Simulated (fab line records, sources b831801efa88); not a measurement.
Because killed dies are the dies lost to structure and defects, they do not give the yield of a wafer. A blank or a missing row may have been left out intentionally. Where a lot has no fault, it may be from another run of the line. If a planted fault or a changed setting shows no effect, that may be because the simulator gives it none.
Which tool is to blame? -- flow gf180mcu -- Sampling: 15 lots, 45 wafers, 3 of 602 route steps

== WHAT THE GAUGES SHOWED, per wafer ==
GF_CONTACT_CD_MEAS_14: the cd target is 220 nm. Usual: 219.8 nm for cdNm, sd 1.6.
lot,measured,on,cdNm (nm),flag
L781,day 15 18:21,cdSem-02,219.0 220.0 220.6,
L782,day 16 05:40,cdSem-02,218.2 218.7 220.3,
L791,day 20 04:41,cdSem-02,218.8 219.9 220.0,
L793,day 20 12:31,cdSem-02,222.1 221.9 222.8,
L796,day 21 18:24,cdSem-02,218.2 219.3 219.5,
L797,day 22 03:35,cdSem-02,219.2 218.9 219.1,
L798,day 22 07:39,cdSem-02,220.8 220.1 221.8,
L799,day 22 15:59,cdSem-02,216.8 214.3 216.4,
L800,day 23 00:14,cdSem-01,219.6 220.2 220.7,
L802,day 23 14:36,cdSem-02,219.8 218.9 219.7,
L803,day 23 23:03,cdSem-02,220.2 218.3 218.3,
L804,day 24 07:41,cdSem-01,220.1 220.9 221.0,

GF_CONTACT_OVL_MEAS_15. Usual: CONTACT_OVL typically reads -1 nm, with standard deviation 5.3.
lot,measured,on,CONTACT_OVL (nm),flag
L781,day 15 18:28,overlay-02,-6 -3 -2,
L782,day 16 05:47,overlay-02,-4 -5 -2,
L791,day 20 04:48,overlay-01,-3 -7 -6,
L793,day 20 12:38,overlay-02,-4 0 -2,
L796,day 21 18:30,overlay-01,-8 -4 -6,
L797,day 22 03:43,overlay-02,5 -1 1,
L798,day 22 07:45,overlay-02,-7 -7 -8,
L799,day 22 16:06,overlay-01,3 -11 -6,
L800,day 23 00:19,overlay-02,1 4 -1,
L802,day 23 14:43,overlay-02,-3 -9 -4,
L803,day 23 23:10,overlay-02,-1 9 -5,
L804,day 24 07:48,overlay-02,4 0 2,

== WHAT TOOL EACH LOT RAN ON (gives the tool, then ch and the chambers of the sampled wafers, and finally the start) ==
lot,GF_HV_LDD_DEVELOP_18
L781,"lithoTrack-03 ch 0, day 10 12:25"
L782,"lithoTrack-03 ch 0, day 10 19:22"
L787,"lithoTrack-03, day 12 15:02"
L788,"lithoTrack-03, day 13 03:20"
L789,"lithoTrack-01, day 13 08:53"
L791,"lithoTrack-04 ch 0, day 14 08:34"
L793,"lithoTrack-01 ch 0, day 14 15:46"
L796,"lithoTrack-04 ch 0, day 15 17:35"
L797,"lithoTrack-01 ch 0, day 16 05:08"
L798,"lithoTrack-01 ch 0, day 16 06:42"
L799,"lithoTrack-04 ch 0, day 16 13:42"
L800,"lithoTrack-03 ch 0, day 16 22:58"
L802,"lithoTrack-03 ch 0, day 17 14:08"
L803,"lithoTrack-01 ch 0, day 17 20:44"
L804,"lithoTrack-01 ch 0, day 18 04:59"
- GF_HV_LDD_DEVELOP_18: develop time 60 s.

== WHAT THE TOOLS THEMSELVES READ (means of the sampled wafers that have a number; where no wafer has one, the mark that the record gives instead) ==
GF_HV_LDD_DEVELOP_18. Usual: chillPlateTempC 23.00 C, standard deviation 0.12; resistLineTempC 23.01 C, standard deviation 0.11.
lot,tool,chillPlateTempC (C),resistLineTempC (C),flag
L781,lithoTrack-03,23.01,22.93,
L782,lithoTrack-03,22.92,23.05,
L787,lithoTrack-03,-,-,OFF
L788,lithoTrack-03,-,-,OFF
L789,lithoTrack-01,-,-,OFF
L791,lithoTrack-04,22.99,23.09,
L793,lithoTrack-01,23.05,23.14,
L796,lithoTrack-04,22.91,22.85,
L797,lithoTrack-01,23.09,22.96,
L798,lithoTrack-01,22.81,23.00,
L799,lithoTrack-04,22.97,22.94,
L800,lithoTrack-03,22.96,22.95,
L802,lithoTrack-03,23.01,22.89,
L803,lithoTrack-01,22.90,23.15,
L804,lithoTrack-01,23.08,23.08,

== THE ANSWER, worked out from the rows above alone ==
Rule: lot off if the mean of its wafers having a number is beyond 3 standard deviations from the usual mean. A lot without any number at a reading at which 4 lots or more have one is off too. The other lots that the step has rows for count as sound. The gauges are gone through in route order, then the tools' own readings, and for those a lot's mean is taken as printed above. The first step at which some lot is off is used, and at that step the reading that is off furthest; a lot without a number counts as furthest.
Off at GF_HV_LDD_DEVELOP_18 (chillPlateTempC): L787, L788, L789. Without a number there: L787, L788, L789.
A tool fits if, at that step or a process step before it, it ran every lot that is off, and no sound lot after the first of them. Not one of the candidates tried fits.

== WHAT HAD BEEN PUT IN BY THE SIMULATOR ==
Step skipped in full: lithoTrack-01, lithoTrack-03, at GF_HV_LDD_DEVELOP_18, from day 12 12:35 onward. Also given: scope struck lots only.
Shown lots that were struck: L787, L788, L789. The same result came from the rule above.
